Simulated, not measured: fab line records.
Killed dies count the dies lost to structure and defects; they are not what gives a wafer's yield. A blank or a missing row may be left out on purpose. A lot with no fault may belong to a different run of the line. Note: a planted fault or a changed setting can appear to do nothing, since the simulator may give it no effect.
fab line records + flow gf180mcu
[record]
- lots = 5
- wafers = 14
- lastDay = 33
route steps=602 shown V5@564 TOP_METAL@567
lots that met no fault: from a run of the same line without faults
startH: hours from the record's first day to the start of the lot's first wafer shown + waitH: time in hours since the lot's previous step + " same as the row above + L1.1+2: one row covering several wafers at once + - no value present, or no start provided + * or withheld: withheld + < > ~ a bound
route shown NAME@n: names a module that has steps shown in the file, with the first one's number in the route + usual: average and standard deviation across the fault-free wafers + same: alike in all rows + chamber/n: place in a boat + sites: per-site readings + _std_site: the standard deviation of these + _edge_site: outer sites' mean less inner sites' + radiusMm: how far each site lies from the wafer's centre + mask NAME#n: copy n + behind: tool/chamber where the wafer was last shaped + hold: cause of the lot's hold/its duration in hours/its outcome + device: whichever transistor did not switch (one of n, p or np) + end of line: tests of these same wafers at the route's end + step lacking rows: just its recipe + killed: not the wafer's yield, but the dies lost to structure and defects at the first sort + map: shows each die of a wafer: x if killed, . if not, _ if none is there
set.NAME: the setting as run; set.NAME@STEP: as run at that earlier step + model.NAME: the simulator's own value behind a step, which no gauge read
lots seen at some steps along the route; tables by step, rows by wafer
services: the hour from which a tool's chamber was out of use, counted from the record's first day as startH (under 0 if before that day), plus the number of hours and why
[[steps]]
[step GF_V5_RS_MEAS_24]
[recipe]
- thkMeasGauge = four-point-probe
- reads = W_of_V5_CVD_23+TiN_of_V5_SPUTTER_22+Ti_of_V5_SPUTTER_21
[usual]
- V5_W_RS = 0.3285/0.0028
| lot.wafer | tool         | chamber | startH | waitH | V5_W_RS[ohm/sq] |
|-----------|--------------|---------|--------|-------|-----------------|
| L848.1    | filmMetro-01 | -       | 630.40 | 0.1   | 0.3233          |
| L848.3    | "            | -       | "      | "     | 0.3229          |
| L848.6    | "            | -       | "      | "     | 0.3237          |
| L849.2    | filmMetro-02 | -       | 637.47 | 0.1   | 0.3254          |
| L849.4    | "            | -       | "      | "     | 0.3317          |
| L849.5    | "            | -       | "      | "     | 0.3285          |
| L861.3    | filmMetro-01 | -       | 721.26 | 0.1   | 0.3256          |
| L861.6    | "            | -       | "      | "     | 0.3259          |
| L863.1    | filmMetro-01 | -       | 737.72 | 0.1   | 0.3273          |
| L863.3    | "            | -       | "      | "     | 0.3286          |
| L863.4    | "            | -       | "      | "     | 0.3243          |
| L864.3    | filmMetro-01 | -       | 746.43 | 0.1   | 0.3301          |
| L864.4    | "            | -       | "      | "     | 0.3285          |
| L864.6    | "            | -       | "      | "     | 0.3325          |
[step GF_V5_THK_MEAS_25]
[recipe]
- thkMeasGauge = xrf
- reads = W_of_V5_CVD_23
[usual]
- V5_W_THK = 337.5/2.7
| lot.wafer | tool         | chamber | startH | waitH | V5_W_THK[nm] |
|-----------|--------------|---------|--------|-------|--------------|
| L848.1    | filmMetro-01 | -       | 630.52 | 0.1   | 340.6        |
| L848.3    | "            | -       | "      | "     | 341.2        |
| L848.6    | "            | -       | "      | "     | 340.9        |
| L849.2    | filmMetro-02 | -       | 637.58 | 0.1   | 339.5        |
| L849.4    | "            | -       | "      | "     | 335.2        |
| L849.5    | "            | -       | "      | "     | 337.5        |
| L861.3    | filmMetro-01 | -       | 721.36 | 0.1   | 339.0        |
| L861.6    | "            | -       | "      | "     | 339.4        |
| L863.1    | filmMetro-01 | -       | 737.84 | 0.1   | 337.8        |
| L863.3    | "            | -       | "      | "     | 339.6        |
| L863.4    | "            | -       | "      | "     | 341.9        |
| L864.3    | filmMetro-01 | -       | 746.53 | 0.1   | 336.5        |
| L864.4    | "            | -       | "      | "     | 339.0        |
| L864.6    | "            | -       | "      | "     | 335.9        |
[step GF_V5_CMP_26]
[recipe]
- stopOn = SiO2
- downForcePsi = 3.5
- platenRpm = 60
- tOverpolishS = 15
- targetThkNm = 0
- padVelocityMS = 0.94248
[usual]
- motorCurrentA = 11.1/1.2
- overpolishRunS = 15.000/0.0089
- retainingRingPressureFrac = 1.000/0.0047
- timeToEndpointS = 84/3.7
| lot.wafer | tool   | chamber | startH | waitH | motorCurrentA | overpolishRunS | retainingRingPressureFrac | timeToEndpointS |
|-----------|--------|---------|--------|-------|---------------|----------------|---------------------------|-----------------|
| L848.1    | cmp-02 | 1       | 630.63 | 0.1   | 10.3          | 15.004         | 1.005                     | 82              |
| L848.3    | "      | 3       | "      | "     | 12.8          | 14.996         | 0.999                     | 84              |
| L848.6    | "      | 0       | "      | "     | 11.6          | 15.001         | 0.994                     | 89              |
| L849.4    | cmp-01 | 0       | 637.63 | 0.0   | 10.0          | 14.996         | 0.999                     | 81              |
| L849.2    | "      | 3       | "      | "     | 12.3          | 15.001         | 1.007                     | 82              |
| L849.5    | "      | 0       | "      | "     | 9.6           | 14.998         | 1.008                     | 81              |
| L861.3    | cmp-01 | 0       | 721.68 | 0.3   | 10.1          | 14.981         | 1.003                     | 83              |
| L861.6    | "      | 3       | "      | "     | 11.4          | 14.986         | 1.001                     | 84              |
| L863.1    | cmp-02 | 1       | 737.95 | 0.1   | 10.3          | 15.002         | 1.001                     | 80              |
| L863.4    | "      | 2       | "      | "     | 10.3          | 15.002         | 1.010                     | 82              |
| L863.3    | "      | 3       | "      | "     | 12.0          | 15.004         | 1.001                     | 81              |
| L864.3    | cmp-02 | 3       | 746.57 | 0.0   | 12.9          | 14.991         | 0.999                     | 81              |
| L864.4    | "      | 0       | "      | "     | 11.4          | 15.008         | 1.000                     | 84              |
| L864.6    | "      | 0       | "      | "     | 11.8          | 14.982         | 0.990                     | 85              |
[step GF_TOP_METAL_SPUTTER_00]
[recipe]
- material = Ti
- targetThkNm = 37.5
- arrivingIonEnergyEv = 80
- substrateTempC = 200
- chamberPressurePa = 2
- powerW = 4000
- timeS = 150
[step GF_TOP_METAL_SPUTTER_01]
[recipe]
- material = TiN
- targetThkNm = 30
- powerW = 6500
- timeS = 25
- chamberPressurePa = 0.4
[usual]
- throttleValvePct = 30.2/0.95
| lot.wafer | tool          | chamber | startH | waitH | throttleValvePct |
|-----------|---------------|---------|--------|-------|------------------|
| L848.1    | pvdSputter-03 | -       | 630.98 | 0.1   | 29.8             |
| L848.3    | "             | -       | "      | "     | 30.0             |
| L848.6    | "             | -       | "      | "     | 29.6             |
| L849.2    | pvdSputter-01 | -       | 638.03 | 0.1   | 30.3             |
| L849.4    | "             | -       | "      | "     | 30.6             |
| L849.5    | "             | -       | "      | "     | 30.3             |
| L861.3    | pvdSputter-01 | -       | 721.98 | 0.1   | 31.0             |
| L861.6    | "             | -       | "      | "     | 31.0             |
| L863.1    | pvdSputter-04 | -       | 738.30 | 0.1   | 30.4             |
| L863.3    | "             | -       | "      | "     | 31.8             |
| L863.4    | "             | -       | "      | "     | 30.3             |
| L864.3    | pvdSputter-01 | -       | 746.97 | 0.1   | 29.8             |
| L864.4    | "             | -       | "      | "     | 30.8             |
| L864.6    | "             | -       | "      | "     | 30.8             |
[step GF_TOP_METAL_SPUTTER_02]
[recipe]
- material = AlCu
- targetThkNm = 900
- powerW = 10600
- chamberPressurePa = 0.3
- substrateTempC = 250
- gas = Ar
- timeS = 47.82
[usual]
- throttleValvePct = 30.2/0.95
| lot.wafer | tool          | chamber | startH | waitH | throttleValvePct |
|-----------|---------------|---------|--------|-------|------------------|
| L848.1    | pvdSputter-03 | -       | 631.01 | 0.0   | 29.9             |
| L848.3    | "             | -       | "      | "     | 30.4             |
| L848.6    | "             | -       | "      | "     | 30.0             |
| L849.2    | pvdSputter-01 | -       | 638.06 | 0.0   | 30.1             |
| L849.4    | "             | -       | "      | "     | 30.9             |
| L849.5    | "             | -       | "      | "     | 30.1             |
| L861.3    | pvdSputter-01 | -       | 722.02 | 0.0   | 30.9             |
| L861.6    | "             | -       | "      | "     | 30.8             |
| L863.1    | pvdSputter-04 | -       | 738.33 | 0.0   | 30.5             |
| L863.3    | "             | -       | "      | "     | 31.7             |
| L863.4    | "             | -       | "      | "     | 30.3             |
| L864.3    | pvdSputter-01 | -       | 747.00 | 0.0   | 29.7             |
| L864.4    | "             | -       | "      | "     | 30.9             |
| L864.6    | "             | -       | "      | "     | 30.7             |
[step GF_TOP_METAL_SPUTTER_03]
[recipe]
- material = Ti
- targetThkNm = 5
- substrateTempC = 300
- chamberPressurePa = 0.3
- powerW = 3000
- timeS = 3.3
[usual]
- throttleValvePct = 30.2/0.96
| lot.wafer | tool          | chamber | startH | waitH | throttleValvePct |
|-----------|---------------|---------|--------|-------|------------------|
| L848.1    | pvdSputter-03 | -       | 631.06 | 0.0   | 30.1             |
| L848.3    | "             | -       | "      | "     | 30.4             |
| L848.6    | "             | -       | "      | "     | 29.8             |
| L849.2    | pvdSputter-01 | -       | 638.11 | 0.0   | 29.9             |
| L849.4    | "             | -       | "      | "     | 30.7             |
| L849.5    | "             | -       | "      | "     | 30.4             |
| L861.3    | pvdSputter-01 | -       | 722.06 | 0.0   | 30.8             |
| L861.6    | "             | -       | "      | "     | 30.7             |
| L863.1    | pvdSputter-04 | -       | 738.37 | 0.0   | 30.3             |
| L863.3    | "             | -       | "      | "     | 31.6             |
| L863.4    | "             | -       | "      | "     | 30.5             |
| L864.3    | pvdSputter-01 | -       | 747.05 | 0.0   | 29.8             |
| L864.4    | "             | -       | "      | "     | 30.8             |
| L864.6    | "             | -       | "      | "     | 30.9             |
[step GF_TOP_METAL_SPUTTER_04]
[recipe]
- material = TiN
- targetThkNm = 25
- powerW = 6500
- timeS = 20.8
- chamberPressurePa = 0.4
[usual]
- throttleValvePct = 30.2/0.95
| lot.wafer | tool          | chamber | startH | waitH | throttleValvePct |
|-----------|---------------|---------|--------|-------|------------------|
| L848.1    | pvdSputter-03 | -       | 631.08 | 0.0   | 30.1             |
| L848.3    | "             | -       | "      | "     | 30.1             |
| L848.6    | "             | -       | "      | "     | 29.8             |
| L849.2    | pvdSputter-01 | -       | 638.13 | 0.0   | 30.0             |
| L849.4    | "             | -       | "      | "     | 30.9             |
| L849.5    | "             | -       | "      | "     | 30.3             |
| L861.3    | pvdSputter-01 | -       | 722.08 | 0.0   | 30.5             |
| L861.6    | "             | -       | "      | "     | 30.9             |
| L863.1    | pvdSputter-04 | -       | 738.39 | 0.0   | 30.6             |
| L863.3    | "             | -       | "      | "     | 31.9             |
| L863.4    | "             | -       | "      | "     | 30.8             |
| L864.3    | pvdSputter-01 | -       | 747.07 | 0.0   | 29.7             |
| L864.4    | "             | -       | "      | "     | 30.9             |
| L864.6    | "             | -       | "      | "     | 30.7             |
[step GF_TOP_METAL_RS_MEAS_05]
[recipe]
- thkMeasGauge = four-point-probe
- reads = TiN_of_TOP_METAL_SPUTTER_04+Ti_of_TOP_METAL_SPUTTER_03+AlCu_of_TOP_METAL_SPUTTER_02+TiN_of_TOP_METAL_SPUTTER_01+Ti_of_TOP_METAL_SPUTTER_00
[usual]
- TOP_METAL_ALCU_RS = 0.0327/0.00048
| lot.wafer | tool         | chamber | startH | waitH | TOP_METAL_ALCU_RS[ohm/sq] |
|-----------|--------------|---------|--------|-------|---------------------------|
| L848.1    | filmMetro-03 | -       | 631.10 | 0.0   | 0.0326                    |
| L848.3    | "            | -       | "      | "     | 0.0323                    |
| L848.6    | "            | -       | "      | "     | 0.0316                    |
| L849.2    | filmMetro-03 | -       | 638.17 | 0.0   | 0.0324                    |
| L849.4    | "            | -       | "      | "     | 0.0328                    |
| L849.5    | "            | -       | "      | "     | 0.0322                    |
| L861.3    | filmMetro-04 | -       | 722.15 | 0.1   | 0.0333                    |
| L861.6    | "            | -       | "      | "     | 0.0334                    |
| L863.1    | filmMetro-04 | -       | 738.42 | 0.0   | 0.0325                    |
| L863.3    | "            | -       | "      | "     | 0.0323                    |
| L863.4    | "            | -       | "      | "     | 0.0323                    |
| L864.3    | filmMetro-01 | -       | 747.13 | 0.1   | 0.0333                    |
| L864.4    | "            | -       | "      | "     | 0.0334                    |
| L864.6    | "            | -       | "      | "     | 0.0334                    |
[step GF_TOP_METAL_THK_MEAS_06]
[recipe]
- thkMeasGauge = xrf
- reads = AlCu_of_TOP_METAL_SPUTTER_02
[usual]
- TOP_METAL_ALCU_THK = 907/14
| lot.wafer | tool         | chamber | startH | waitH | TOP_METAL_ALCU_THK[nm] |
|-----------|--------------|---------|--------|-------|------------------------|
| L848.1    | filmMetro-03 | -       | 631.22 | 0.1   | 909                    |
| L848.3    | "            | -       | "      | "     | 915                    |
| L848.6    | "            | -       | "      | "     | 941                    |
| L849.2    | filmMetro-03 | -       | 638.28 | 0.1   | 920                    |
| L849.4    | "            | -       | "      | "     | 904                    |
| L849.5    | "            | -       | "      | "     | 920                    |
| L861.3    | filmMetro-04 | -       | 722.25 | 0.1   | 887                    |
| L861.6    | "            | -       | "      | "     | 885                    |
| L863.1    | filmMetro-04 | -       | 738.54 | 0.1   | 908                    |
| L863.3    | "            | -       | "      | "     | 912                    |
| L863.4    | "            | -       | "      | "     | 921                    |
| L864.3    | filmMetro-01 | -       | 747.23 | 0.1   | 894                    |
| L864.4    | "            | -       | "      | "     | 893                    |
| L864.6    | "            | -       | "      | "     | 890                    |
[step GF_TOP_METAL_DEHYDRATE_07]
[recipe]
- tempC = 200
- timeS = 60
[step GF_TOP_METAL_HMDS_08]
[recipe]
- primeTimeS = 60
- primeTempC = 120
[step GF_TOP_METAL_COAT_09]
[recipe]
- resist = NOVOLAK
- spinRpm = 3000
- resistThkNm = 1500
| lot.wafer | tool          | chamber | startH | waitH | model.NOVOLAK_of_TOP_METAL_COAT_09.thkNm |
|-----------|---------------|---------|--------|-------|------------------------------------------|
| L848.1+3  | lithoTrack-04 | 0       | 640.89 | 0.1   | 1506                                     |
| L848.6    | "             | 0       | "      | "     | 1507                                     |
| L849.2    | lithoTrack-02 | 0       | 647.47 | 0.1   | 1501                                     |
| L849.4    | "             | 0       | "      | "     | 1499                                     |
| L849.5    | "             | 0       | "      | "     | 1500                                     |
| L861.3    | lithoTrack-02 | 0       | 730.35 | 0.1   | 1501                                     |
| L861.6    | "             | 0       | "      | "     | 1587                                     |
| L863.1    | lithoTrack-04 | 0       | 746.53 | 0.1   | 1502                                     |
| L863.3    | "             | 0       | "      | "     | 1498                                     |
| L863.4    | "             | 0       | "      | "     | 1499                                     |
| L864.3    | lithoTrack-04 | 0       | 755.73 | 0.1   | 1506                                     |
| L864.4    | "             | 0       | "      | "     | 1503                                     |
| L864.6    | "             | 0       | "      | "     | 1500                                     |
[step GF_TOP_METAL_SOFTBAKE_10]
[recipe]
- tempC = 90
- timeS = 60
- resist = NOVOLAK
[step GF_TOP_METAL_EXPOSE_11]
[recipe]
- maskId = MetalTop
- targetCdNm = 440
- na = 0.6
- sourceShape = conventional
- sigmaOuter = 0.6
- doseMj = 170
[step GF_TOP_METAL_PEB_12]
[recipe]
- tempC = withheld
- timeS = *
- resist = NOVOLAK
[step GF_TOP_METAL_DEVELOP_13]
[recipe]
- developTimeS = 60
- devTempC = 23
[step GF_TOP_METAL_CD_MEAS_14]
[recipe]
- targetCdNm = 440
[usual]
- cdNm = 438.6/2.5
| lot.wafer | tool     | chamber | startH | waitH | cdNm  |
|-----------|----------|---------|--------|-------|-------|
| L848.1    | cdSem-01 | -       | 650.94 | 0.1   | 439.3 |
| L848.3    | "        | -       | "      | "     | 438.2 |
| L848.6    | "        | -       | "      | "     | 438.5 |
| L849.2    | cdSem-02 | -       | 657.31 | 0.1   | 434.4 |
| L849.4    | "        | -       | "      | "     | 431.9 |
| L849.5    | "        | -       | "      | "     | 434.2 |
| L861.3    | cdSem-01 | -       | 739.27 | 0.1   | 437.7 |
| L861.6    | "        | -       | "      | "     | 444.4 |
| L863.1    | cdSem-01 | -       | 755.38 | 0.1   | 440.7 |
| L863.3    | "        | -       | "      | "     | 439.0 |
| L863.4    | "        | -       | "      | "     | 437.4 |
| L864.3    | cdSem-02 | -       | 763.27 | 0.1   | 437.9 |
| L864.4    | "        | -       | "      | "     | 438.1 |
| L864.6    | "        | -       | "      | "     | 437.3 |
[step GF_TOP_METAL_OVL_MEAS_15]
[usual]
- TOP_METAL_OVL = -0.6/1.3
| lot.wafer | tool       | chamber | startH | waitH | TOP_METAL_OVL[nm] |
|-----------|------------|---------|--------|-------|-------------------|
| L848.1    | overlay-01 | -       | 651.06 | 0.1   | -2.7              |
| L848.3    | "          | -       | "      | "     | -3.4              |
| L848.6    | "          | -       | "      | "     | -2.5              |
| L849.2    | overlay-01 | -       | 657.41 | 0.1   | -1.5              |
| L849.4    | "          | -       | "      | "     | -0.7              |
| L849.5    | "          | -       | "      | "     | -2.9              |
| L861.3    | overlay-02 | -       | 739.37 | 0.1   | -0.9              |
| L861.6    | "          | -       | "      | "     | -0.8              |
| L863.1    | overlay-02 | -       | 755.50 | 0.1   | 0.3               |
| L863.3    | "          | -       | "      | "     | -0.5              |
| L863.4    | "          | -       | "      | "     | 0.3               |
| L864.3    | overlay-02 | -       | 763.37 | 0.1   | -1.6              |
| L864.4    | "          | -       | "      | "     | -0.9              |
| L864.6    | "          | -       | "      | "     | -2.9              |
[step GF_TOP_METAL_METAL_ETCH_16]
[recipe]
- chemistry = Cl2/BCl3
- maskMaterial = NOVOLAK
- targetDepthNm = 1197
- stopOn = SiO2
- pressureMtorr = 8
- icpW = 800
- biasW = 140
- Cl2_flow_sccm = 80
- bcl3FlowSccm = 40
- timeS = 199.5
[usual]
- drypumpMotorCurrentA = 5.58/0.22
- oesProductAu = 0.985/0.0073
- throttleValvePct = 28.237/0.011
| lot.wafer | tool        | chamber | startH | waitH | drypumpMotorCurrentA | oesProductAu | rfHoursCounterH | throttleValvePct | model.NOVOLAK_of_TOP_METAL_COAT_09.thkNm |
|-----------|-------------|---------|--------|-------|----------------------|--------------|-----------------|------------------|------------------------------------------|
| L848.1    | rieMetal-04 | 1       | 651.09 | 0.0   | 5.84                 | 0.984        | 14              | 28.219           | 1041                                     |
| L848.3    | "           | 0       | "      | "     | 5.55                 | 0.992        | -               | 28.230           | 1030                                     |
| L848.6    | "           | 0       | "      | "     | 5.57                 | 0.988        | -               | 28.229           | 1032                                     |
| L849.2    | rieMetal-02 | 0       | 657.44 | 0.0   | 5.47                 | 0.974        | 6               | 28.244           | 1044                                     |
| L849.4    | "           | 1       | "      | "     | 5.83                 | 0.979        | -               | 28.237           | 1025                                     |
| L849.5    | "           | 1       | "      | "     | 5.80                 | 0.994        | -               | 28.226           | 1023                                     |
| L861.3    | rieMetal-04 | 1       | 739.45 | 0.1   | 5.84                 | 0.982        | -               | 28.225           | 1028                                     |
| L861.6    | "           | 1       | "      | "     | 5.85                 | 0.988        | -               | 28.228           | 1114                                     |
| L863.1    | rieMetal-01 | 1       | 755.54 | 0.0   | 5.15                 | 0.983        | 9               | 28.251           | 1033                                     |
| L863.3    | "           | 1       | "      | "     | 5.16                 | 0.979        | -               | 28.242           | 1032                                     |
| L863.4    | "           | 1       | "      | "     | 5.17                 | 0.981        | -               | 28.236           | 1035                                     |
| L864.3    | rieMetal-02 | 1       | 763.45 | 0.1   | 5.82                 | 0.971        | -               | 28.245           | 1044                                     |
| L864.4    | "           | 0       | "      | "     | 5.45                 | 0.980        | -               | 28.242           | 1038                                     |
| L864.6    | "           | 0       | "      | "     | 5.45                 | 0.969        | -               | 28.244           | 1040                                     |
[step GF_TOP_METAL_STRIP_17]
[recipe]
- chemistry = O2/N2
- powerW = 1400
- pressureMtorr = 1500
- platenTempC = 250
- o2FlowSccm = 3000
- n2FlowSccm = 300
- overashFraction = 0.5
[usual]
- drypumpMotorCurrentA = 5.7/0.45
- heaterPowerW = 320/21
- oesProductAu = 0.711/0.0046
- stripTimeToEndpointS = 13.02/0.084
| lot.wafer | tool           | chamber | startH | waitH | drypumpMotorCurrentA | heaterPowerW | oesProductAu | rfHoursCounterH | stripTimeToEndpointS |
|-----------|----------------|---------|--------|-------|----------------------|--------------|--------------|-----------------|----------------------|
| L848.1    | plasmaAsher-04 | 0       | 651.28 | 0.1   | 6.3                  | 328          | 0.703        | 58              | 13.15                |
| L848.3    | "              | 0       | "      | "     | 6.3                  | 336          | 0.715        | -               | 13.01                |
| L848.6    | "              | 0       | "      | "     | 6.3                  | 329          | 0.714        | -               | 13.03                |
| L849.2    | plasmaAsher-04 | 1       | 657.63 | 0.1   | 4.9                  | 294          | 0.709        | 58              | 13.17                |
| L849.4    | "              | 0       | "      | "     | 6.2                  | 324          | 0.711        | -               | 12.96                |
| L849.5    | "              | 0       | "      | "     | 6.2                  | 325          | 0.707        | -               | 12.92                |
| L861.3    | plasmaAsher-02 | 0       | 739.62 | 0.1   | 5.6                  | 346          | 0.708        | -               | 12.99                |
| L861.6    | "              | 1       | "      | "     | 5.6                  | 333          | 0.706        | -               | 13.98                |
| L863.1    | plasmaAsher-01 | 1       | 755.92 | 0.3   | 5.9                  | 321          | 0.718        | 1               | 13.07                |
| L863.3    | "              | 0       | "      | "     | 6.0                  | 293          | 0.712        | -               | 13.05                |
| L863.4    | "              | 1       | "      | "     | 5.9                  | 318          | 0.707        | -               | 13.05                |
| L864.3    | plasmaAsher-04 | 0       | 763.61 | 0.1   | 6.3                  | 334          | 0.721        | -               | 13.17                |
| L864.4    | "              | 1       | "      | "     | 5.0                  | 308          | 0.722        | -               | 13.11                |
| L864.6    | "              | 0       | "      | "     | 6.3                  | 321          | 0.708        | -               | 13.13                |
[step GF_TOP_METAL_STRIP_18]
[recipe]
- chemistry = postEtchResidueRemover
- timeS = 1200
- tempC = 72.5
[[services]]
| tool           | chamber | startH | hours | kind                  |
|----------------|---------|--------|-------|-----------------------|
| cmp-01         | -       | 609.43 | 4.2   | pm                    |
| rieMetal-04    | 1       | 610.99 | 3.4   | repair                |
| rieMetal-04    | -       | 621.45 | 0.7   | repair                |
| cmp-02         | -       | 632.90 | 7.9   | pm                    |
| cmp-01         | -       | 640.96 | 4.9   | pm                    |
| rieMetal-04    | -       | 658.35 | 2.8   | pm                    |
| pvdSputter-03  | -       | 665.04 | 21.5  | repair                |
| pvdSputter-04  | -       | 677.16 | 4.4   | repair                |
| cmp-02         | -       | 678.06 | 3.2   | repair                |
| plasmaAsher-04 | -       | 688.10 | 0.8   | repair                |
| pvdSputter-04  | -       | 689.18 | 13.8  | repair                |
| cmp-01         | -       | 693.91 | 2.3   | repair                |
| pvdSputter-01  | -       | 695.21 | 1.7   | repair                |
| rieMetal-01    | -       | 704.70 | 1.6   | repair                |
| plasmaAsher-04 | -       | 706.87 | 8.4   | repair                |
| rieMetal-04    | -       | 709.24 | 0.4   | repair                |
| pvdSputter-01  | 1       | 712.56 | -     | consumableReplace:kit |
| pvdSputter-01  | 1       | 712.56 | 18.0  | scheduledDown         |
| pvdSputter-01  | 1       | 712.56 | 18.0  | ventCycle             |
| pvdSputter-01  | -       | 719.26 | 2.5   | repair                |
| plasmaAsher-01 | -       | 733.75 | 9.0   | pm                    |
| cmp-01         | -       | 744.18 | 4.0   | pm                    |
| pvdSputter-04  | -       | 747.51 | 9.0   | repair                |
| cmp-01         | -       | 761.71 | 2.3   | repair                |
[[key]]
[firstSign]
- step = GF_TOP_METAL_STRIP_17
- reading = stripTimeToEndpointS
- direction = up
- sigmas = 11
- usual = *
- struck = *
effect none on later readings
[modelEffect]
- step = GF_TOP_METAL_COAT_09
- value = NOVOLAK_of_TOP_METAL_COAT_09.thkNm
- without = 1502
- struck = 1587
[modelEffect]
- step = GF_TOP_METAL_METAL_ETCH_16
- value = NOVOLAK_of_TOP_METAL_COAT_09.thkNm
- without = 1029
- struck = 1114
metAt GF_TOP_METAL_COAT_09
struckWafers L861.6
onsetBetween 647.47 730.35
[fault]
- kind = processParameterDrift
- tool = lithoTrack-02
- chamber = -
- onsetH = 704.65
- steps = GF_TOP_METAL_COAT_09
- channel = resistThkNm
- offset = *
- shape = step
- endH = 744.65
- scope = struckWafersOnly
- actsIn = *
- stated = *
